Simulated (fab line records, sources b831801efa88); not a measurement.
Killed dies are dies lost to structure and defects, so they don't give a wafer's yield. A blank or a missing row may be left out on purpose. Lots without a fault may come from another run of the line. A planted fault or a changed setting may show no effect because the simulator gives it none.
fab line records | flow sky130
record lots=11 wafers=31 last_day=50
route steps=708 shown LI_CONTACT@364 CONTACT@420 METAL1@452 VIA1@460
lots that met no fault: from a run of the same line without faults
start_h: hours from the record's first day to the start of the lot's first wafer shown | wait_h: hours since the lot's step before | " the same as in the row above | L1.1+2: a row that stands for several wafers | - no value, or no start given | * or withheld: withheld | < > ~ a bound
route shown NAME@n: a module of which the file shows steps, and the number in the route of the first | usual: mean/standard deviation of fault-free wafers | same: alike in all rows | chamber/n: place in a boat | sites: the reading at each site | _std_site: their standard deviation | _edge_site: outer sites' mean less inner sites' | radius_mm: how far each site lies from the wafer's centre | mask NAME#n: copy n | behind: the tool/chamber that last shaped the wafer | hold: why the lot was held/for how many hours/how that ended | device: the transistor (n, p or np) that didn't switch | end of line: the same wafers' tests at the end of the route | a step without rows: its recipe alone | killed: dies lost to structure and defects at the first sort, not the wafer's yield | map: a wafer's dies, x killed, . not, _ none there
set.NAME: the setting as run; set.NAME@STEP: as run at that earlier step | model.NAME: the simulator's own value behind a step, which no gauge read
steps of the route over a sample of lots; a table a step, a row a wafer
services: from which hour (start_h, from the record's first day; less than 0 if before it) a tool's chamber was out of use, for how many hours, and why
## steps
# step SKY_LI_CONTACT_CMP_02
# recipe material=PSG down_force_psi=4 platen_rpm=60 pad_velocity_m_s=0.94248
# usual motor_current_A=11.6/0.69 slurry_flow_ml_min=150.0/0.5 time_to_endpoint_s=31/3.1
# columns lot.wafer tool chamber start_h wait_h motor_current_A slurry_flow_ml_min time_to_endpoint_s
L522.1 cmp-02 2 640.93 0.1 11.3 149.7 27
L522.3 " 3 " " 11.2 149.9 30
L522.6 " 1 " " 11.8 150.5 27
L523.1 cmp-02 3 642.70 0.1 11.4 149.7 33
L523.3 " 1 " " 11.4 150.6 26
L523.5 " 2 " " 11.6 150.5 26
L524.4 cmp-01 2 659.22 0.2 13.1 149.8 28
L524.2 " 0 " " 10.5 149.9 27
L524.5 " 1 " " 11.9 149.9 35
L525.4 cmp-01 0 663.84 0.1 11.0 149.6 29
L525.1 " 2 " " 12.4 150.2 33
L525.5 " 3 " " 11.1 150.1 33
L526.2 cmp-01 1 671.23 0.1 11.0 149.7 36
L526.1 " 3 " " 11.9 149.9 34
L526.5 " 0 " " 11.3 150.7 32
L534.3 cmp-01 2 766.24 0.0 12.5 149.8 35
L534.5 " 3 " " 12.0 150.7 36
L535.3 cmp-02 0 770.67 0.0 11.6 150.0 29
L535.5 " 0 " " 11.2 151.2 29
L536.4 cmp-02 3 771.07 0.1 10.9 150.0 31
L536.5 " 1 " " 12.2 150.5 32
L536.6 " 2 " " 11.1 149.8 28
L540.3 cmp-02 1 784.73 0.1 10.6 149.9 27
L540.5 " 0 " " 11.6 150.1 30
L540.6 " 1 " " 11.4 149.9 27
L544.3 cmp-01 0 819.74 0.0 10.5 149.8 28
L544.1 " 3 " " 12.5 149.9 32
L544.5 " 1 " " 11.6 149.4 34
L545.1 cmp-02 0 822.83 0.1 12.3 150.2 30
L545.3 " 2 " " 11.6 149.2 32
L545.5 " 3 " " 11.5 149.2 33
# step SKY_CONTACT_CD_MEAS_14
# recipe target_cd_nm=170
# usual cd_nm=170.4/1.7
# columns lot.wafer tool chamber start_h wait_h cd_nm
L522.1 cd_sem-02 - 728.11 - 169.7
L522.3 " - " " 168.2
L522.6 " - " " 168.3
L523.1 cd_sem-01 - 730.06 - 171.1
L523.3 " - " " 171.0
L523.5 " - " " 171.6
L524.2 cd_sem-02 - 745.28 - 173.0
L524.4 " - " " 171.6
L524.5 " - " " 173.0
L525.1 cd_sem-02 - 749.77 - 172.8
L525.4 " - " " 172.6
L525.5 " - " " 172.0
L526.1 cd_sem-01 - 758.30 - 172.1
L526.2 " - " " 170.7
L526.5 " - " " 171.8
L534.3 cd_sem-01 - 847.66 - 172.0
L534.5 " - " " 170.3
L535.3 cd_sem-01 - 851.21 - 172.6
L535.5 " - " " 171.8
L536.4 cd_sem-01 - 852.38 - 168.3
L536.5 " - " " 166.0
L536.6 " - " " 168.2
L540.3 cd_sem-01 - 865.85 - 168.4
L540.5 " - " " 167.6
L540.6 " - " " 167.9
L544.1 cd_sem-01 - 900.22 - 170.0
L544.3 " - " " 168.4
L544.5 " - " " 169.1
L545.1 cd_sem-02 - 903.92 - 170.4
L545.3 " - " " 168.6
L545.5 " - " " 169.4
# step SKY_METAL1_ETCH_18
# recipe chemistry=N2/H2 target=BARC ion_energy_ev=200 bias_w=100 pressure_mtorr=30 n2_flow_sccm=100 h2_flow_sccm=200 icp_w=500 stop_on=SiO2 time_s=45.9 target_depth_a=600
# usual drypump_motor_current_A=5.8/0.49 oes_product_au=0.854/0.005 throttle_valve_pct=13.225/0.0079
# columns lot.wafer tool chamber start_h wait_h drypump_motor_current_A oes_product_au rf_hours_counter_h throttle_valve_pct
L522.1 rie_metal-04 1 757.79 0.0 6.1 0.853 6.4 13.229
L522.3 " 1 " " 6.1 0.855 - 13.211
L522.6 " 0 " " 5.8 0.863 - 13.225
L523.1 rie_metal-02 0 759.67 0.1 4.7 0.862 2.3 13.224
L523.3 " 0 " " 4.7 0.846 - 13.209
L523.5 " 0 " " 4.7 0.852 - 13.224
L524.2 rie_metal-03 0 774.79 0.0 6.1 0.857 3.6 13.217
L524.4 " 1 " " 6.3 0.856 - 13.212
L524.5 " 1 " " 6.3 0.848 - 13.225
L525.1 rie_metal-04 1 779.24 0.0 6.1 0.850 7.0 13.222
L525.4 " 1 " " 6.1 0.852 - 13.224
L525.5 " 0 " " 5.8 0.857 - 13.221
L526.1 rie_metal-03 1 787.29 0.0 6.2 0.857 5.9 13.213
L526.2 " 0 " " 6.1 0.851 4.0 13.218
L526.5 " 1 " " 6.2 0.847 - 13.228
L534.3 rie_metal-02 1 874.41 0.0 5.5 0.856 - 13.234
L534.5 " 1 " " 5.5 0.849 - 13.214
L535.3 rie_metal-02 1 878.41 0.1 5.5 0.865 - 13.250
L535.5 " 1 " " 5.5 0.850 - 13.235
L536.4 rie_metal-04 1 879.36 0.0 6.1 0.856 - 13.220
L536.5 " 1 " " 6.1 0.853 - 13.233
L536.6 " 0 " " 5.8 0.859 - 13.224
L540.3 rie_metal-04 1 892.96 0.0 6.1 0.857 - 13.218
L540.5 " 1 " " 6.1 0.848 - 13.216
L540.6 " 0 " " 5.8 0.854 - 13.224
L544.1 rie_metal-03 0 926.89 0.0 6.0 0.856 10.3 13.223
L544.3 " 1 " " 6.2 0.861 - 13.230
L544.5 " 1 " " 6.3 0.860 - 13.215
L545.1 rie_metal-02 1 931.14 0.0 5.5 0.853 6.6 13.225
L545.3 " 0 " " 4.7 0.850 - 13.230
L545.5 " 0 " " 4.7 0.848 - 13.221
# step SKY_VIA1_CMP_02
# recipe material=SiO2 down_force_psi=4 platen_rpm=60 pad_velocity_m_s=0.94248
# usual motor_current_A=11.6/0.76 slurry_flow_ml_min=150.0/0.43
# columns lot.wafer tool chamber start_h wait_h motor_current_A slurry_flow_ml_min
L522.3 cmp-01 0 758.71 0.0 10.0 150.5
L522.1 " 2 " " 13.1 149.7
L522.6 " 1 " " 12.0 149.8
L523.1 cmp-02 3 760.79 0.1 10.7 150.5
L523.3 " 1 " " 12.0 149.9
L523.5 " 2 " " 11.7 150.6
L524.4 cmp-01 2 775.71 0.0 13.3 151.1
L524.2 " 1 " " 11.5 149.7
L524.5 " 3 " " 11.7 150.1
L525.4 cmp-01 2 780.29 0.1 13.1 149.4
L525.1 " 3 " " 12.2 149.9
L525.5 " 2 " " 12.7 149.4
L526.1 cmp-02 0 788.31 0.1 11.1 149.8
L526.2 " 1 " " 11.0 150.2
L526.5 " 3 " " 11.1 150.5
L534.3 cmp-02 3 875.34 0.0 11.2 149.6
L534.5 " 0 " " 11.7 150.5
L535.3 cmp-02 3 879.49 0.1 11.0 150.1
L535.5 " 3 " " 11.3 149.4
L536.4 cmp-01 0 880.30 0.1 10.0 150.2
L536.6 " 3 " " 12.2 149.4
L536.5 " 0 " " 10.8 150.1
L540.3 cmp-01 2 894.03 0.1 13.2 150.6
L540.5 " 0 " " 10.3 150.1
L540.6 " 1 " " 11.7 150.5
L544.3 cmp-01 0 927.81 0.0 10.3 150.0
L544.1 " 2 " " 12.9 149.7
L544.5 " 0 " " 10.0 149.8
L545.3 cmp-02 3 932.10 0.1 10.6 149.7
L545.1 " 0 " " 11.9 149.4
L545.5 " 2 " " 11.7 150.8
# step SKY_VIA1_BOW_MEAS_03
# recipe mode=bow
# usual VIA1_BOW=82/7.3
# columns lot.wafer tool chamber start_h wait_h hold VIA1_BOW[um]
L522.1 film_metro-03 - 759.01 0.1 - 87
L522.3 " - " " - 82
L522.6 " - " " - 76
L523.1 film_metro-04 - 761.04 0.2 - 85
L523.3 " - " " - 79
L523.5 " - " " - 92
L524.2 film_metro-04 - 776.03 0.1 - 66
L524.4 " - " " - 69
L524.5 " - " " - 77
L525.1 film_metro-04 - 780.54 0.1 - 96
L525.4 " - " " - 77
L525.5 " - " " - 79
L526.1 film_metro-04 - 788.51 0.1 - 76
L526.2 " - " " - 80
L526.5 " - " " - 78
L534.3 film_metro-04 - 875.68 0.3 await_dispo/0.2h/release 82
L534.5 " - " " await_dispo/0.2h/release 82
L534.3 film_metro-04 - 875.97 0.3 - -
L534.5 " - " " - -
L535.3 film_metro-02 - 879.78 0.2 await_dispo/0.2h/release 75
L535.5 " - " " await_dispo/0.2h/release 73
L535.3 film_metro-02 - 880.07 0.3 - -
L535.5 " - " " - -
L536.4 film_metro-02 - 880.61 0.3 - 73
L536.5 " - " " - 84
L536.6 " - " " - 80
L540.3 film_metro-04 - 894.27 0.2 - 71
L540.5 " - " " - 85
L540.6 " - " " - 84
L544.1 film_metro-03 - 928.11 0.1 - 85
L544.3 " - " " - 85
L544.5 " - " " - 88
L545.1 film_metro-04 - 932.35 0.1 - 84
L545.3 " - " " - 83
L545.5 " - " " - 85
# step SKY_VIA1_ETCH_15
# recipe target=SiO2 chemistry=C4F8/O2/Ar target_depth_nm=351 stop_on=TiN mask_material=KrF-thick source_w=1500 bias_w=1200 pressure_mtorr=40 c4f8_flow_sccm=withheld O2_flow_sccm=6 Ar_flow_sccm=300 time_s=54
# usual oes_product_au=0.981/0.0052
# columns lot.wafer tool chamber start_h wait_h oes_product_au rf_hours_counter_h
L522.1 rie_diel-04 1 785.85 0.0 0.981 8
L522.3 " 2 " " 0.997 16
L522.6 " 2 " " 0.988 -
L523.1 rie_diel-02 3 788.62 0.0 0.979 36
L523.3 " 0 " " 0.980 2
L523.5 " 3 " " 0.982 -
L524.2 rie_diel-02 1 801.77 0.0 0.986 12
L524.4 " 0 " " 0.983 -
L524.5 " 1 " " 0.977 -
L525.1 rie_diel-01 3 805.52 0.0 0.984 11
L525.4 " 0 " " 0.985 -
L525.5 " 3 " " 0.981 -
L526.1 rie_diel-01 1 813.62 0.0 0.982 15
L526.2 " 2 " " 0.981 16
L526.5 " 3 " " 0.982 -
L534.3 rie_diel-04 1 901.57 0.0 0.835 10
L534.5 " 3 " " 0.832 -
L535.3 rie_diel-04 2 905.40 0.0 0.832 19
L535.5 " 2 " " 0.836 -
L536.4 rie_diel-01 2 905.57 0.0 0.988 19
L536.5 " 3 " " 0.987 -
L536.6 " 0 " " 0.982 -
L540.3 rie_diel-02 0 919.15 0.0 0.987 7
L540.5 " 0 " " 0.975 -
L540.6 " 3 " " 0.982 -
L544.1 rie_diel-01 0 952.82 0.0 0.977 14
L544.3 " 3 " " 0.987 16
L544.5 " 1 " " 0.988 -
L545.1 rie_diel-02 2 956.88 0.0 0.985 8
L545.3 " 3 " " 0.971 4
L545.5 " 3 " " 0.984 -
## services
# columns tool chamber start_h hours kind
rie_diel-02 2 629.45 20.4 repair
cmp-01 - 633.18 0.6 repair
rie_diel-02 3 634.84 6.0 repair
rie_diel-01 0 635.23 5.8 repair
rie_diel-01 - 636.04 2.8 pm
cmp-01 - 637.19 8.9 repair
rie_diel-01 0 646.89 18.4 repair
rie_diel-02 3 650.54 15.5 repair
cmp-02 - 658.46 3.9 repair
cmp-02 - 667.15 5.2 pm
rie_diel-01 2 686.71 35.9 repair
rie_diel-01 0 720.45 3.4 repair
cmp-01 - 744.15 4.0 pm
rie_metal-04 - 773.97 2.8 pm
cmp-01 - 777.44 0.9 repair
cmp-01 - 781.58 5.0 pm
rie_diel-02 2 787.14 2.9 repair
rie_metal-04 - 791.40 1.5 repair
rie_diel-01 2 791.93 15.2 repair
rie_diel-01 3 818.91 7.6 repair
cmp-01 - 865.34 0.4 repair
cmp-01 - 897.77 2.9 repair
cmp-02 - 912.00 4.0 pm
cmp-02 - 940.30 20.5 pm
## key
first_sign step=SKY_VIA1_BOW_MEAS_03 reading=visit direction=added
effect step=SKY_VIA1_ETCH_15 reading=oes_product_au direction=down sigmas=29 usual=0.981 struck=0.834
met_at SKY_VIA1_CMP_02
struck_lots L534,L535
struck_wafers L534.3,L534.5,L535.3,L535.5
not_acting_at SKY_LI_CONTACT_CMP_02,SKY_CONTACT_CD_MEAS_14,SKY_METAL1_ETCH_18
onset_between 788.31 875.34
fault kind=process_parameter_drift tool=cmp-02 chamber=- onset_h=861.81 steps=SKY_VIA1_CMP_02 channel=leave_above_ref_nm offset=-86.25 shape=step end_h=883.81 scope=struck_wafers_only acts_in=these_recipes_only stated=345
